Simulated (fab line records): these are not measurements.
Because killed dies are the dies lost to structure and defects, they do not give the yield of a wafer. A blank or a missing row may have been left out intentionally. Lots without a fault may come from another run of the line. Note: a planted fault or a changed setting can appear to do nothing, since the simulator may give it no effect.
Problem report, 8D (eight disciplines) form, completed by code :: flow sfq line :: the parts of the form that need people (team, actions taken, sign-off) are left out

== 1. WHAT WENT WRONG ==
Wafers without a fault read 70.00 s, standard deviation 0.29; run length s at SFQ_TRILAYER_M0_BARC_OPEN_METAL_ETCH_031 reads a mean of 86.16 s on 4 wafers belonging to 2 lots. Measured from the usual mean, that is +56 standard deviations.
The step: etches BARC in O2, target depth 125 nm, time 41.7 s.
First seen on wafer L638.6, day 17 08:39, on rie metal-03. Wafers with a number at this step in the record: 18, from 6 lots. Rule for "out" (also "out of limits"): further than 4 standard deviations from the usual mean. The rest of the wafers with a number are treated as sound.

== 2. WHAT IT IS AND WHAT IT IS NOT ==
question: which readings at this step
is: run length s, oes product au
is not: chamber pressure mTorr, drypump motor current A

question: which lots
is: L638, L640
is not: L625, L633, L644, L646

question: which wafers of those lots
is: L638.6, L640.2, L640.3, L640.6
is not: L638.4, L638.5

question: read on which tools
is: rie metal-03
is not: rie metal-02, rie metal-04

question: when
is: from day 17 08:39
is not: up to then (8 sound wafers); but 6 sound wafers of L644, L646 came after

== 3. WHAT RULES OUT EACH SUSPECT ==
Counting: any tool at a process step up to the reading remains a suspect provided it ran every lot that is out. Sound lots after the first of them don't rule it out here, since some wafers of a struck lot are sound.
- rie metal-03 at SFQ_TRILAYER_M0_BARC_OPEN_METAL_ETCH_031 (etches BARC in O2, target depth 125 nm, time 41.7 s): kept. Ran every lot that is out, first one L638 (day 17 08:39); last sound lot up to then L633 (day 15 10:01). Its own oes product au, run length s readings are out on those wafers.
- Within rie metal-03 at SFQ_TRILAYER_M0_BARC_OPEN_METAL_ETCH_031: the wafers that are out ran in chamber 1; their sound lot-mates ran in chamber 0.
Left after counting: rie metal-03 at SFQ_TRILAYER_M0_BARC_OPEN_METAL_ETCH_031.

== 4. THE CAUSE (what the simulator had put in) ==
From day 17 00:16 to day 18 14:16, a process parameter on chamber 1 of rie metal-03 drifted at SFQ_TRILAYER_M0_BARC_OPEN_METAL_ETCH_031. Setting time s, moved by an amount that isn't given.
Only this tool survived the counting.

== 5. THE EFFECT CHAIN, in route order ==
One row per reading whose mean, taken over the struck wafers that have a number, lies over 3 standard deviations from the usual. Only readings whose record carries a usual standard deviation are examined. hours: median over the lots of the time between each lot's start at the first step of this table that gives one and its start at this step. sigmas: the change, counted in usual standard deviations.
hours: 0
step: SFQ_TRILAYER_M0_BARC_OPEN_METAL_ETCH_031
reading: oes product au
usual: 0.684 a.u.
on struck wafers: 0.599
change: -0.085
sigmas: -18

hours: 0
step: SFQ_TRILAYER_M0_BARC_OPEN_METAL_ETCH_031
reading: run length s
usual: 70.00 s
on struck wafers: 86.16
change: +16.16
sigmas: +56
It contains these process steps:
- SFQ_TRILAYER_M0_BARC_OPEN_METAL_ETCH_031: etches BARC in O2, target depth 125 nm, time 41.7 s.

== 6. HOW IT WOULD HAVE BEEN CAUGHT EARLIER ==
In this record no reading fell out of limits until day 17 08:39, 8 hours after the fault had begun at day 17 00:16.
